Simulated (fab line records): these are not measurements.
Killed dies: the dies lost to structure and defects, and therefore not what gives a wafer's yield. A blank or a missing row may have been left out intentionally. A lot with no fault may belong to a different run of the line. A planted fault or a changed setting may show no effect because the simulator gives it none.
Which tool was responsible? ; flow sky130 ; Sampling: 11 lots, 33 wafers, 7 of 708 route steps

== WHAT THE GAUGES SHOWED, per wafer ==
SKY_SD_P_CD_MEAS_07: target cd 380 nm. Usual: cdNm reads 380.7 nm (standard deviation 2.7).
lot;measured;on;cdNm (nm);flag
L281;day 25 08:05;cdSem-01;377.8 377.9 376.4;
L283;day 26 12:47;cdSem-02;376.1 375.8 376.9;
L284;day 26 21:49;cdSem-02;383.1 384.1 384.1;
L285;day 26 23:04;cdSem-02;379.0 381.0 380.8;
L288;day 27 22:08;cdSem-01;380.5 378.3 377.0;
L294;day 30 05:06;cdSem-02;384.9 385.9 383.2;
L295;day 30 06:02;cdSem-01;379.1 378.1 379.8;
L296;day 30 15:31;cdSem-02;381.6 381.8 380.1;
L297;day 31 02:18;cdSem-01;382.6 381.3 381.7;
L299;day 31 14:23;cdSem-02;382.7 383.3 380.3;
L302;day 32 08:56;cdSem-01;380.8 379.1 380.2;

SKY_SD_N_RS_MEAS_16: measurement is done with a four-point probe. Usual: SD_N_RS gives 68.56 ohm/sq (standard deviation 0.11).
lot;measured;on;SD_N_RS (ohm/sq);flag
L281;day 27 20:01;filmMetro-04;68.52 68.31 68.38;
L283;day 28 23:34;filmMetro-04;68.54 68.53 68.53;
L284;day 29 07:43;filmMetro-02;68.66 68.60 68.27;
L285;day 29 09:17;filmMetro-04;68.48 68.69 68.60;
L288;day 30 07:33;filmMetro-02;68.34 68.33 68.48;
L294;day 32 13:19;filmMetro-02;68.68 68.60 68.57;
L295;day 32 13:52;filmMetro-04;63.20 63.10 63.19;OFF
L296;day 32 23:19;filmMetro-02;68.69 68.63 68.65;
L297;day 33 09:58;filmMetro-04;63.45 63.34 63.38;OFF
L299;day 33 19:31;filmMetro-02;63.11 63.24 63.30;OFF
L302;day 34 14:16;filmMetro-01;68.66 68.62 68.73;

SKY_SD_N_RS_MEAS_17: measurement is done with a four-point probe. Usual: SD_P_RS gives 147.1 ohm/sq (standard deviation 0.35).
lot;measured;on;SD_P_RS (ohm/sq);flag
L281;day 27 20:08;filmMetro-04;146.4 146.4 146.8;
L283;day 28 23:41;filmMetro-04;146.9 146.7 147.1;
L284;day 29 07:50;filmMetro-02;146.8 147.1 147.1;
L285;day 29 09:24;filmMetro-04;146.9 147.3 146.6;
L288;day 30 07:40;filmMetro-02;146.6 146.8 146.6;
L294;day 32 13:26;filmMetro-02;147.3 147.3 147.2;
L295;day 32 13:59;filmMetro-04;122.2 121.7 122.2;OFF
L296;day 32 23:26;filmMetro-02;147.3 147.1 146.6;
L297;day 33 10:05;filmMetro-04;122.2 122.0 122.2;OFF
L299;day 33 19:38;filmMetro-02;121.6 122.2 122.0;OFF
L302;day 34 14:23;filmMetro-01;147.7 146.9 147.4;

SKY_SD_N_RS_MEAS_18: measurement is done with a four-point probe. Usual: RES_XHIGH_RS gives 333.0 ohm/sq (standard deviation 1.1).
lot;measured;on;RES_XHIGH_RS (ohm/sq);flag
L281;day 27 20:15;filmMetro-04;333.6 333.8 333.3;
L283;day 28 23:49;filmMetro-04;333.3 333.0 332.5;
L284;day 29 07:58;filmMetro-02;332.3 331.9 332.3;
L285;day 29 09:31;filmMetro-04;332.4 332.8 333.1;
L288;day 30 07:47;filmMetro-02;332.9 333.2 333.8;
L294;day 32 13:34;filmMetro-02;333.2 333.4 332.4;
L295;day 32 14:06;filmMetro-04;331.2 330.0 330.7;
L296;day 32 23:34;filmMetro-02;330.8 332.5 331.3;
L297;day 33 10:12;filmMetro-04;328.9 328.9 329.6;OFF
L299;day 33 19:45;filmMetro-02;331.1 330.6 330.9;
L302;day 34 14:31;filmMetro-01;334.4 334.8 334.3;

SKY_LI_CONTACT_CD_MEAS_12: target cd 170 nm. Usual: cdNm reads 169.9 nm (standard deviation 1.4).
lot;measured;on;cdNm (nm);flag
L281;day 29 01:59;cdSem-01;169.1 170.4 171.9;
L283;day 30 04:28;cdSem-01;169.1 169.0 168.9;
L284;day 30 12:20;cdSem-01;168.3 169.6 169.3;
L285;day 30 14:32;cdSem-01;171.8 171.5 171.4;
L288;day 31 12:29;cdSem-01;171.1 172.7 171.3;
L294;day 33 16:28;cdSem-02;168.9 168.1 170.1;
L295;day 33 17:16;cdSem-01;167.7 168.2 168.8;
L296;day 34 02:52;cdSem-01;170.0 168.4 169.0;
L297;day 34 13:05;cdSem-02;171.2 170.5 169.7;
L299;day 34 22:28;cdSem-02;171.4 170.3 169.4;
L302;day 35 16:20;cdSem-01;168.2 168.8 168.7;

== EACH LOT AND THE TOOL THAT RAN IT (in order: tool; ch and the chambers of the sampled wafers; start) ==
lot;SKY_RES_XHIGH_STRIP_08;SKY_SD_N_RTA_14
L281;plasmaAsher-01 ch 0, day 26 13:52;rtpAnneal-02 ch 0, day 27 19:50
L283;plasmaAsher-03 ch 0,1, day 27 17:46;rtpAnneal-02 ch 0, day 28 23:23
L284;plasmaAsher-01 ch 0,1, day 28 02:43;rtpAnneal-01 ch 0, day 29 07:33
L285;plasmaAsher-03 ch 0,1, day 28 04:31;rtpAnneal-02 ch 0, day 29 09:06
L288;plasmaAsher-01 ch 0, day 29 03:07;rtpAnneal-01 ch 0, day 30 07:23
L294;plasmaAsher-01 ch 0,1, day 31 09:37;rtpAnneal-01 ch 0, day 32 13:08
L295;plasmaAsher-03 ch 0,1, day 31 10:31;rtpAnneal-02 ch 0, day 32 13:41
L296;plasmaAsher-03 ch 0,1, day 31 20:08;rtpAnneal-01 ch 0, day 32 23:08
L297;plasmaAsher-04 ch 0,1, day 32 06:22;rtpAnneal-02 ch 0, day 33 09:45
L299;plasmaAsher-03 ch 0,1, day 32 16:55;rtpAnneal-02 ch 0, day 33 19:20
L302;plasmaAsher-03 ch 1, day 33 11:19;rtpAnneal-01 ch 0, day 34 14:06
- SKY_RES_XHIGH_STRIP_08: strips in O2/N2.
- SKY_SD_N_RTA_14: time 2 s.

== WHAT THE TOOLS THEMSELVES READ (means of the sampled wafers that have a number; where no wafer has one, the mark that the record gives instead) ==
SKY_RES_XHIGH_STRIP_08. Usual: drypumpMotorCurrentA 5.9 A, standard deviation 0.48; n2FlowSccm 300.0 sccm, standard deviation 0.92; o2FlowSccm 3001 sccm, standard deviation 9.3; oesProductAu 0.711 a.u., standard deviation 0.0043; stripTimeToEndpointS 14.27 s, standard deviation 0.045.
lot;tool;drypumpMotorCurrentA (A);n2FlowSccm (sccm);o2FlowSccm (sccm);oesProductAu (a.u.);stripTimeToEndpointS (s);flag
L281;plasmaAsher-01;5.6;299.6;3006;0.711;14.26;
L283;plasmaAsher-03;5.8;299.8;3019;0.715;14.33;
L284;plasmaAsher-01;5.9;299.2;3001;0.707;14.31;
L285;plasmaAsher-03;6.2;299.8;2996;0.711;14.27;
L288;plasmaAsher-01;5.6;299.9;3005;0.710;14.27;
L294;plasmaAsher-01;5.8;299.1;3007;0.715;14.22;
L295;plasmaAsher-03;5.8;300.0;2999;0.708;14.33;
L296;plasmaAsher-03;5.8;299.9;2995;0.710;14.20;
L297;plasmaAsher-04;5.7;299.4;2996;0.710;14.27;
L299;plasmaAsher-03;6.2;301.3;2996;0.714;14.23;
L302;plasmaAsher-03;6.6;300.4;2995;0.711;14.23;

SKY_SD_N_RTA_14. Usual: lampPowerPct 15.74 %, standard deviation 0.047; rampUpCPerS 150.00, standard deviation 0.027; wafer_temp_C_max 1078.1, standard deviation 1.3.
lot;tool;lampPowerPct (%);rampUpCPerS;wafer_temp_C_max;flag
L281;rtpAnneal-02;15.71;150.00;1077.5;
L283;rtpAnneal-02;15.68;150.02;1079.1;
L284;rtpAnneal-01;15.76;150.02;1078.2;
L285;rtpAnneal-02;15.79;149.99;1077.0;
L288;rtpAnneal-01;15.77;149.99;1077.6;
L294;rtpAnneal-01;15.76;150.02;1077.8;
L295;rtpAnneal-02;16.52;150.02;1107.2;OFF
L296;rtpAnneal-01;15.71;149.97;1079.2;
L297;rtpAnneal-02;16.59;149.98;1106.5;OFF
L299;rtpAnneal-02;16.50;149.99;1107.0;OFF
L302;rtpAnneal-01;15.71;150.01;1078.7;

== THE ANSWER, worked out from the rows above alone ==
Rule: a lot counts as off when the mean over its wafers that have a number is more than 3 standard deviations away from the usual mean. Also off: a lot with no number at a reading for which 4 or more lots have one. Any other lot the step has rows for is counted as sound. Order of review: gauges by route order, followed by the tools' own readings, for which a lot's mean as printed above is used. At the first step where some lot is off, the reading lying furthest off is the one used; lots without a number count as furthest.
Off: at SKY_SD_N_RS_MEAS_16 (SD_N_RS), L295, L297, L299.
If a tool, at a process step before that reading, ran all the lots that are off and no sound lot after the first of them, it fits. Not tried: the gauges at SKY_SD_N_RS_MEAS_16; whatever is off there is also off at SKY_SD_N_RTA_14, on other tools, and gauge error can't account for it. One fits: rtpAnneal-02 at SKY_SD_N_RTA_14. A fault onset in the window from L285 (day 29 09:06, its last sound lot) to L295 (day 32 13:41, its first lot off) fits.
The tool's own readings at SKY_SD_N_RTA_14 bear it out: on the lots that are off they differ by more than 5 times the standard deviation of the sound lots' means. lampPowerPct reads 16.54 % there against 15.74 % on the sound lots; wafer_temp_C_max reads 1106.9 there against 1078.1 on the sound lots.

== WHAT HAD BEEN PUT IN BY THE SIMULATOR ==
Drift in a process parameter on rtpAnneal-02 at SKY_SD_N_RTA_14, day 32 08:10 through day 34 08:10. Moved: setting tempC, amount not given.
Shown lots that were struck: L295, L297, L299. The same result came from the rule above.
